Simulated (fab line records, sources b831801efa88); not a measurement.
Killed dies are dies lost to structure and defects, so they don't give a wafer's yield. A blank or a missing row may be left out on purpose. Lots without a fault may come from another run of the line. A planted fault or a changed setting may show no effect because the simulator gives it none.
fab line records | flow sfq_line
record lots=14 wafers=42 last_day=91
route steps=325 shown C5@247 M6@264 I6@279 M7@282
lots that met no fault: from a run of the same line without faults
start_h: hours from the record's first day to the start of the lot's first wafer shown | wait_h: hours since the lot's step before | " the same as in the row above | L1.1+2: a row that stands for several wafers | - no value, or no start given | * or withheld: withheld | < > ~ a bound
route shown NAME@n: a module of which the file shows steps, and the number in the route of the first | usual: mean/standard deviation of fault-free wafers | same: alike in all rows | chamber/n: place in a boat | sites: the reading at each site | _std_site: their standard deviation | _edge_site: outer sites' mean less inner sites' | radius_mm: how far each site lies from the wafer's centre | mask NAME#n: copy n | behind: the tool/chamber that last shaped the wafer | hold: why the lot was held/for how many hours/how that ended | device: the transistor (n, p or np) that didn't switch | end of line: the same wafers' tests at the end of the route | a step without rows: its recipe alone | killed: dies lost to structure and defects at the first sort, not the wafer's yield | map: a wafer's dies, x killed, . not, _ none there
set.NAME: the setting as run; set.NAME@STEP: as run at that earlier step | model.NAME: the simulator's own value behind a step, which no gauge read
steps of the route over a sample of lots; a table a step, a row a wafer
services: from which hour (start_h, from the record's first day; less than 0 if before it) a tool's chamber was out of use, for how many hours, and why
## steps
# step SFQ_TRILAYER_C5_BARC_OPEN_VIA_ETCH_210
# recipe mask_material=PR chemistry=O2 target_depth_nm=125 target=BARC source_w=500 bias_w=80 pressure_mtorr=30 time_s=41.7
# usual drypump_motor_current_A=5.7/0.39 oes_product_au=0.685/0.0049
# columns lot.wafer tool chamber start_h wait_h drypump_motor_current_A oes_product_au rf_hours_counter_h
L582.3 rie_diel-04 2 1574.18 0.0 5.0 0.680 13
L582.4 " 1 " " 6.0 0.681 16
L582.6 " 0 " " 5.0 0.682 -
L585.2 rie_diel-01 0 1596.24 0.0 5.4 0.686 5
L585.5 " 3 " " 5.9 0.693 -
L585.6 " 0 " " 5.4 0.689 -
L586.1 rie_diel-03 1 1605.84 0.0 5.8 0.679 18
L586.2 " 3 " " 6.0 0.677 6
L586.4 " 0 " " 5.1 0.686 11
L587.1 rie_diel-04 3 1609.57 0.0 5.7 0.679 17
L587.3 " 2 " " 5.0 0.682 13
L587.4 " 1 " " 6.0 0.674 -
L588.2 rie_diel-01 0 1616.77 0.0 5.4 0.691 5
L588.4 " 1 " " 5.8 0.685 7
L588.5 " 2 " " 6.2 0.683 -
L589.4 rie_diel-03 3 1620.58 0.0 6.0 0.675 -
L589.5 " 0 " " 5.2 0.678 -
L589.6 " 1 " " 5.9 0.685 -
L590.3 rie_diel-01 2 1643.36 0.0 6.3 0.683 15
L590.4 " 1 " " 5.8 0.682 7
L590.6 " 2 " " 6.3 0.683 -
L591.2 rie_diel-03 1 1650.56 0.0 5.8 0.685 18
L591.3 " 2 " " 5.7 0.678 6
L591.6 " 1 " " 5.8 0.689 -
L595.2 rie_diel-01 3 1683.11 0.0 5.9 0.687 7
L595.3 " 1 " " 5.8 0.679 8
L595.6 " 1 " " 5.8 0.684 -
L597.3 rie_diel-01 2 1705.15 0.0 6.2 0.688 17
L597.5 " 1 " " 5.8 0.682 -
L597.6 " 0 " " 5.4 0.677 -
L599.3 rie_diel-03 2 1732.75 0.0 5.7 0.694 8
L599.4 " 3 " " 6.0 0.692 8
L599.6 " 3 " " 6.0 0.691 -
L600.2 rie_diel-03 0 1738.75 0.0 5.2 0.685 13
L600.4 " 2 " " 5.7 0.685 8
L600.5 " 1 " " 5.8 0.691 -
L604.1 rie_diel-04 2 1766.48 0.0 5.0 0.687 15
L604.2 " 3 " " 5.7 0.680 19
L604.3 " 0 " " 5.0 0.674 1
L605.1 rie_diel-04 2 1771.28 0.0 5.0 0.686 15
L605.3 " 0 " " 5.0 0.681 1
L605.5 " 2 " " 5.0 0.691 -
# step SFQ_TRILAYER_M6_STRIP_STRIP_163
# recipe gas=O2 power_w=200 platen_temp_c=40 overash_fraction=0.65 chemistry=O2 pressure_mtorr=50
# usual drypump_motor_current_A=6.06/0.3 oes_product_au=1.000/0.0071 overash_fraction=0.65/0 platen_temp_c=39.98/0.1
# columns lot.wafer tool chamber start_h wait_h drypump_motor_current_A oes_product_au overash_fraction platen_temp_c rf_hours_counter_h
L582.3 rie_metal-01 0 1687.48 0.5 6.41 1.003 0.65 39.78 -
L582.4 " 0 " " 6.47 0.997 0.65 39.95 -
L582.6 " 0 " " 6.43 0.996 0.65 39.87 -
L585.2 rie_metal-02 0 1710.14 0.1 6.31 0.990 0.65 40.01 34
L585.5 " 0 " " 6.28 0.990 0.65 39.83 -
L585.6 " 1 " " 5.40 1.000 0.65 40.01 -
L586.1 rie_metal-03 1 1717.34 0.1 6.01 0.997 0.65 39.96 72
L586.2 " 0 " " 6.09 0.991 0.65 39.97 128
L586.4 " 0 " " 6.12 1.003 0.65 40.03 -
L587.1 rie_metal-03 0 1720.94 0.1 6.05 0.998 0.65 39.94 128
L587.3 " 1 " " 6.01 1.001 0.65 39.96 -
L587.4 " 0 " " 6.08 0.996 0.65 39.90 -
L588.2 rie_metal-01 0 1726.94 0.1 6.49 0.996 0.65 40.01 54
L588.4 " 0 " " 6.51 0.993 0.65 40.08 -
L588.5 " 1 " " 5.90 0.994 0.65 40.08 -
L589.4 rie_metal-03 1 1731.94 0.2 6.02 1.000 0.65 40.09 -
L589.5 " 0 " " 6.10 1.000 0.65 40.06 -
L589.6 " 1 " " 6.01 0.998 0.65 40.02 -
L590.3 rie_metal-02 0 1756.06 0.2 6.30 0.986 0.65 39.84 -
L590.4 " 1 " " 5.46 0.995 0.65 39.79 -
L590.6 " 0 " " 6.36 0.998 0.65 40.00 -
L591.2 rie_metal-03 0 1761.86 0.1 6.08 1.007 0.65 39.84 132
L591.3 " 1 " " 5.99 1.002 0.65 40.02 -
L591.6 " 1 " " 6.00 1.000 0.65 39.94 -
L595.2 rie_metal-03 1 1790.40 0.1 6.00 1.001 0.65 40.09 80
L595.3 " 1 " " 6.01 1.005 0.65 40.23 -
L595.6 " 0 " " 6.10 1.007 0.91 39.99 -
L597.3 rie_metal-03 1 1814.54 0.2 6.01 1.005 0.65 39.87 -
L597.5 " 0 " " 6.10 1.011 0.91 39.88 -
L597.6 " 1 " " 6.00 0.992 0.65 39.87 -
L599.3 rie_metal-02 0 1839.74 0.2 6.28 0.996 0.65 40.00 -
L599.4 " 1 " " 5.44 0.996 0.65 39.89 -
L599.6 " 0 " " 6.34 0.996 0.65 40.00 -
L600.2 rie_metal-01 0 1846.74 0.1 6.43 0.990 0.65 40.07 71
L600.4 " 1 " " 5.91 1.001 0.65 39.88 -
L600.5 " 1 " " 5.94 1.004 0.65 40.16 -
L604.1 rie_metal-02 1 1873.42 0.1 5.43 1.000 0.65 40.08 60
L604.2 " 0 " " 6.29 0.997 0.65 40.14 55
L604.3 " 0 " " 6.35 0.990 0.65 39.91 -
L605.1 rie_metal-03 0 1880.62 0.1 6.11 0.992 0.65 39.74 4
L605.3 " 0 " " 6.11 0.995 0.65 39.93 -
L605.5 " 1 " " 6.00 0.995 0.65 39.94 -
# step SFQ_TRILAYER_I6_VIA_STRIP_STRIP_173
# recipe gas=O2 power_w=200 platen_temp_c=40 overash_fraction=0.65 chemistry=O2 pressure_mtorr=50
# usual drypump_motor_current_A=5.9/0.4 oes_product_au=1.002/0.0071 overash_fraction=0.65/0 platen_temp_c=40.00/0.1
# columns lot.wafer tool chamber start_h wait_h drypump_motor_current_A oes_product_au overash_fraction platen_temp_c rf_hours_counter_h
L582.3 rie_metal-01 0 1798.91 - 6.5 0.999 0.65 39.91 -
L582.4 " 1 " " 5.9 1.007 0.65 40.16 -
L582.6 " 1 " " 5.9 1.000 0.65 40.10 -
L585.2 rie_metal-03 0 1822.71 - 6.1 1.011 0.65 40.14 141
L585.5 " 0 " " 6.1 1.012 0.65 39.98 -
L585.6 " 1 " " 6.0 0.998 0.65 39.88 -
L586.1 rie_metal-04 0 1826.31 - 5.1 1.007 0.65 39.80 20
L586.2 " 1 " " 5.8 1.003 0.65 40.00 83
L586.4 " 0 " " 5.1 1.011 0.65 40.14 -
L587.1 rie_metal-01 1 1831.11 - 5.9 1.011 0.65 39.81 17
L587.3 " 0 " " 6.4 1.005 0.65 40.10 -
L587.4 " 1 " " 5.9 0.994 0.65 39.93 -
L588.2 rie_metal-01 0 1837.11 - 6.4 1.002 0.65 39.98 69
L588.4 " 1 " " 5.9 1.011 0.65 40.05 -
L588.5 " 1 " " 5.8 1.012 0.65 39.98 -
L589.4 rie_metal-01 1 1843.31 - 5.9 1.003 0.65 39.99 -
L589.5 " 0 " " 6.4 0.998 0.65 40.00 -
L589.6 " 1 " " 5.9 1.009 0.65 39.97 -
L590.3 rie_metal-01 1 1868.79 - 5.9 1.004 0.65 39.98 -
L590.4 " 0 " " 6.5 1.003 0.65 40.02 -
L590.6 " 1 " " 5.9 1.006 0.65 39.91 -
L591.2 rie_metal-01 1 1872.19 - 5.9 0.995 0.65 40.12 23
L591.3 " 0 " " 6.4 1.000 0.65 39.98 -
L591.6 " 0 " " 6.4 0.994 0.65 40.14 -
L595.2 rie_metal-04 1 1899.79 - 5.8 1.012 0.65 39.89 94
L595.3 " 1 " " 5.8 1.002 0.65 39.83 -
L595.6 " 0 " " 5.1 1.011 0.65 39.89 -
L597.3 rie_metal-01 0 1920.51 - 6.4 0.991 0.65 40.01 -
L597.5 " 0 " " 6.4 0.986 0.65 39.89 -
L597.6 " 1 " " 5.9 1.008 0.65 40.07 -
L599.3 rie_metal-03 1 1942.11 - 6.0 1.000 0.65 39.98 -
L599.4 " 0 " " 6.1 0.990 0.65 39.99 -
L599.6 " 1 " " 6.0 1.009 0.65 40.09 -
L600.2 rie_metal-03 1 1955.91 - 6.0 0.998 0.65 40.01 107
L600.4 " 1 " " 6.0 1.008 0.65 39.99 -
L600.5 " 1 " " 6.0 1.006 0.65 39.99 -
L604.1 rie_metal-04 0 1985.91 - 5.1 1.005 0.65 40.04 40
L604.2 " 1 " " 5.8 1.009 0.65 40.05 103
L604.3 " 1 " " 5.8 1.002 0.65 40.03 -
L605.1 rie_metal-04 0 1993.11 - 5.1 1.010 0.65 39.89 41
L605.3 " 0 " " 5.1 1.004 0.65 39.90 -
L605.5 " 0 " " 5.1 0.994 0.65 39.95 -
# step SFQ_TRILAYER_M7_DEP_SPUTTER_175
# recipe material=Nb base_pressure_pa=1.33e-06 chamber_pressure_pa=0.1333 substrate_temp_c=20 target_thk_nm=200 power_w=2000 time_s=133.3
# usual throttle_valve_pct=30.0/1.1
# columns lot.wafer tool chamber start_h wait_h throttle_valve_pct
L582.3 pvd_sputter-06 - 1799.54 0.0 30.1
L582.4 " - " " 29.5
L582.6 " - " " 29.3
L585.2 pvd_sputter-03 - 1823.72 0.0 30.1
L585.5 " - " " 30.2
L585.6 " - " " 31.7
L586.1 pvd_sputter-06 - 1827.13 0.0 28.7
L586.2 " - " " 29.3
L586.4 " - " " 30.2
L587.1 pvd_sputter-06 - 1831.91 0.0 28.9
L587.3 " - " " 29.3
L587.4 " - " " 30.2
L588.2 pvd_sputter-06 - 1837.91 0.0 30.5
L588.4 " - " " 30.1
L588.5 " - " " 29.9
L589.4 pvd_sputter-03 - 1843.91 0.0 32.0
L589.5 " - " " 30.5
L589.6 " - " " 27.9
L590.3 pvd_sputter-03 - 1869.39 0.0 27.8
L590.4 " - " " 30.8
L590.6 " - " " 31.7
L591.2 pvd_sputter-03 - 1875.43 0.0 27.8
L591.3 " - " " 30.5
L591.6 " - " " 30.6
L595.2 pvd_sputter-04 - 1900.59 0.0 31.3
L595.3 " - " " 30.0
L595.6 " - " " 30.9
L597.3 pvd_sputter-03 - 1921.11 0.0 31.6
L597.5 " - " " 30.4
L597.6 " - " " 31.7
L599.3 pvd_sputter-06 - 1942.73 0.0 30.4
L599.4 " - " " 28.8
L599.6 " - " " 30.4
L600.2 pvd_sputter-06 - 1956.72 0.0 28.8
L600.4 " - " " 30.4
L600.5 " - " " 29.7
L604.1 pvd_sputter-03 - 1986.72 0.0 30.7
L604.2 " - " " 31.5
L604.3 " - " " 28.0
L605.1 pvd_sputter-06 - 1993.92 0.0 29.3
L605.3 " - " " 28.9
L605.5 " - " " 30.0
## services
# columns tool chamber start_h hours kind
rie_diel-01 - 1550.59 5.1 repair
rie_diel-01 0 1555.81 9.7 repair
rie_diel-03 - 1574.47 10.0 pm
rie_diel-03 2 1613.17 9.6 repair
rie_diel-01 3 1622.82 8.1 repair
rie_diel-01 - 1626.95 2.8 pm
rie_diel-01 1 1629.99 3.1 repair
rie_diel-03 3 1635.01 4.2 repair
rie_diel-03 0 1660.01 1.9 repair
rie_metal-03 - 1677.87 1.1 repair
rie_diel-03 - 1698.13 4.5 repair
rie_metal-03 0 1702.70 10.2 repair
pvd_sputter-03 - 1740.67 0.6 repair
rie_metal-03 - 1745.96 0.5 repair
pvd_sputter-03 - 1771.86 4.6 repair
pvd_sputter-03 - 1780.50 1.2 repair
pvd_sputter-06 - 1822.56 0.9 repair
pvd_sputter-03 - 1828.97 2.3 repair
pvd_sputter-03 - 1848.02 10.8 repair
pvd_sputter-06 - 1863.94 1.7 repair
rie_metal-03 0 1864.57 4.3 repair
pvd_sputter-06 - 1872.46 6.0 repair
pvd_sputter-06 - 1937.68 3.5 repair
rie_metal-03 - 1984.58 1.4 pm
## key
first_sign step=SFQ_TRILAYER_M6_STRIP_STRIP_163 reading=overash_fraction direction=up sigmas=99+ usual=0.65 struck=0.91
effect none on later readings
met_at SFQ_TRILAYER_M6_STRIP_STRIP_163
struck_lots L595,L597
struck_wafers L595.6,L597.5
not_acting_at SFQ_TRILAYER_C5_BARC_OPEN_VIA_ETCH_210,SFQ_TRILAYER_I6_VIA_STRIP_STRIP_173,SFQ_TRILAYER_M7_DEP_SPUTTER_175
onset_between 1761.86 1790.40
fault kind=process_parameter_drift tool=rie_metal-03 chamber=0 onset_h=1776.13 steps=SFQ_TRILAYER_M6_STRIP_STRIP_163 channel=overash_fraction offset=0.26 shape=step end_h=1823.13 acts_in=these_recipes_only stated=0.65
